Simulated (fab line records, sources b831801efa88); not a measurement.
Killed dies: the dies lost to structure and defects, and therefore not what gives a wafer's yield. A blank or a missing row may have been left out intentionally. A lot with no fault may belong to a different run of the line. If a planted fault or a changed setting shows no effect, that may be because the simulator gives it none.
Matching of chambers || flow gf180mcu || GF_STI_ETCH_14 on rie_si-01: 4 sister chambers
The step etches Si in HBr/Cl2/O2, target depth 360 nm, time 102.9 s. 18 wafers are shown with their chamber, then 9 later ones without.

== WAFERS PAIRED WITH THEIR CHAMBERS ==
{"wafer": "L849.2", "chamber": 2, "drypump_motor_current_A (A)": 5.28, "O2_flow_sccm (sccm)": 6.010, "oes_product_au (a.u.)": 0.994}
{"wafer": "L849.5", "chamber": 2, "drypump_motor_current_A (A)": 5.27, "O2_flow_sccm (sccm)": 6.018, "oes_product_au (a.u.)": 0.997}
{"wafer": "L849.6", "chamber": 3, "drypump_motor_current_A (A)": 5.30, "O2_flow_sccm (sccm)": 5.996, "oes_product_au (a.u.)": 0.993}
{"wafer": "L851.1", "chamber": 0, "drypump_motor_current_A (A)": 5.64, "O2_flow_sccm (sccm)": 6.024, "oes_product_au (a.u.)": 0.991}
{"wafer": "L851.4", "chamber": 3, "drypump_motor_current_A (A)": 5.29, "O2_flow_sccm (sccm)": 5.978, "oes_product_au (a.u.)": 0.997}
{"wafer": "L851.6", "chamber": 3, "drypump_motor_current_A (A)": 5.29, "O2_flow_sccm (sccm)": 5.995, "oes_product_au (a.u.)": 1.010}
{"wafer": "L855.1", "chamber": 2, "drypump_motor_current_A (A)": 5.27, "O2_flow_sccm (sccm)": 6.011, "oes_product_au (a.u.)": 0.991}
{"wafer": "L855.4", "chamber": 1, "drypump_motor_current_A (A)": 5.77, "O2_flow_sccm (sccm)": 6.020, "oes_product_au (a.u.)": 1.014}
{"wafer": "L855.5", "chamber": 3, "drypump_motor_current_A (A)": 5.29, "O2_flow_sccm (sccm)": 5.984, "oes_product_au (a.u.)": 0.990}
{"wafer": "L856.1", "chamber": 3, "drypump_motor_current_A (A)": 5.29, "O2_flow_sccm (sccm)": 5.991, "oes_product_au (a.u.)": 0.989}
{"wafer": "L856.4", "chamber": 1, "drypump_motor_current_A (A)": 5.81, "O2_flow_sccm (sccm)": 5.981, "oes_product_au (a.u.)": 1.003}
{"wafer": "L856.6", "chamber": 2, "drypump_motor_current_A (A)": 5.28, "O2_flow_sccm (sccm)": 6.013, "oes_product_au (a.u.)": 0.994}
{"wafer": "L861.2", "chamber": 2, "drypump_motor_current_A (A)": 5.27, "O2_flow_sccm (sccm)": 6.015, "oes_product_au (a.u.)": 1.007}
{"wafer": "L861.3", "chamber": 3, "drypump_motor_current_A (A)": 5.28, "O2_flow_sccm (sccm)": 6.003, "oes_product_au (a.u.)": 1.008}
{"wafer": "L861.6", "chamber": 0, "drypump_motor_current_A (A)": 5.62, "O2_flow_sccm (sccm)": 6.032, "oes_product_au (a.u.)": 1.012}
{"wafer": "L862.2", "chamber": 0, "drypump_motor_current_A (A)": 5.60, "O2_flow_sccm (sccm)": 6.007, "oes_product_au (a.u.)": 0.996}
{"wafer": "L862.4", "chamber": 1, "drypump_motor_current_A (A)": 5.80, "O2_flow_sccm (sccm)": 5.995, "oes_product_au (a.u.)": 1.007}
{"wafer": "L862.6", "chamber": 3, "drypump_motor_current_A (A)": 5.31, "O2_flow_sccm (sccm)": 5.999, "oes_product_au (a.u.)": 0.989}

SIGNATURES, as means of the wafers listed above
{"reading": "drypump_motor_current_A", "chamber 0": 5.6200, "chamber 1": 5.7933, "chamber 2": 5.2740, "chamber 3": 5.2929, "scatter within a chamber": 0.0129}
{"reading": "O2_flow_sccm", "chamber 0": 6.02100, "chamber 1": 5.99867, "chamber 2": 6.01340, "chamber 3": 5.99229, "scatter within a chamber": 0.0107}
{"reading": "oes_product_au", "chamber 0": 0.99967, "chamber 1": 1.00800, "chamber 2": 0.99660, "chamber 3": 0.99657, "scatter within a chamber": 0.00818}
Rule: a wafer's distance from a chamber is the root of the sum, over the readings, of the square of ((its reading less the chamber's mean) divided by the reading's scatter). If the next closest chamber is less than 2 further off than the closest, the wafer can't be placed; otherwise it belongs to the closest. The scatter is the square root of a quotient: the sum, over the shown wafers, of each reading's squared deviation from its chamber's mean, divided by wafers minus chambers.

== WAFERS WITHOUT THEIR CHAMBER ==
{"wafer": "L863.1", "drypump_motor_current_A (A)": 5.28, "O2_flow_sccm (sccm)": 6.013, "oes_product_au (a.u.)": 1.001}
{"wafer": "L863.2", "drypump_motor_current_A (A)": 5.30, "O2_flow_sccm (sccm)": 6.009, "oes_product_au (a.u.)": 0.992}
{"wafer": "L863.6", "drypump_motor_current_A (A)": 5.80, "O2_flow_sccm (sccm)": 6.007, "oes_product_au (a.u.)": 1.010}
{"wafer": "L866.1", "drypump_motor_current_A (A)": 5.62, "O2_flow_sccm (sccm)": 5.999, "oes_product_au (a.u.)": 0.999}
{"wafer": "L866.3", "drypump_motor_current_A (A)": 5.27, "O2_flow_sccm (sccm)": 6.018, "oes_product_au (a.u.)": 0.994}
{"wafer": "L866.4", "drypump_motor_current_A (A)": 5.80, "O2_flow_sccm (sccm)": 6.020, "oes_product_au (a.u.)": 0.998}
{"wafer": "L868.1", "drypump_motor_current_A (A)": 5.27, "O2_flow_sccm (sccm)": 5.969, "oes_product_au (a.u.)": 0.997}
{"wafer": "L868.3", "drypump_motor_current_A (A)": 5.63, "O2_flow_sccm (sccm)": 6.008, "oes_product_au (a.u.)": 0.992}
{"wafer": "L868.6", "drypump_motor_current_A (A)": 5.28, "O2_flow_sccm (sccm)": 6.017, "oes_product_au (a.u.)": 1.002}

== WHICH CHAMBER EACH ONE RAN IN ==
{"wafer": "L863.1", "from the rows above": "can't be placed: 2 or 3", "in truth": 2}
{"wafer": "L863.2", "from the rows above": "can't be placed: 3 or 2", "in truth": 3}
{"wafer": "L863.6", "from the rows above": 1, "in truth": 1}
{"wafer": "L866.1", "from the rows above": 0, "in truth": 0}
{"wafer": "L866.3", "from the rows above": 2, "in truth": 2}
{"wafer": "L866.4", "from the rows above": 1, "in truth": 1}
{"wafer": "L868.1", "from the rows above": "can't be placed: 3 or 2", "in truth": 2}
{"wafer": "L868.3", "from the rows above": 0, "in truth": 0}
{"wafer": "L868.6", "from the rows above": "can't be placed: 2 or 3", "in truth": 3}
5 of 9 placed correctly. Not placeable from these rows: 4 (in 4, the candidates include the true chamber). 0 placed wrongly.
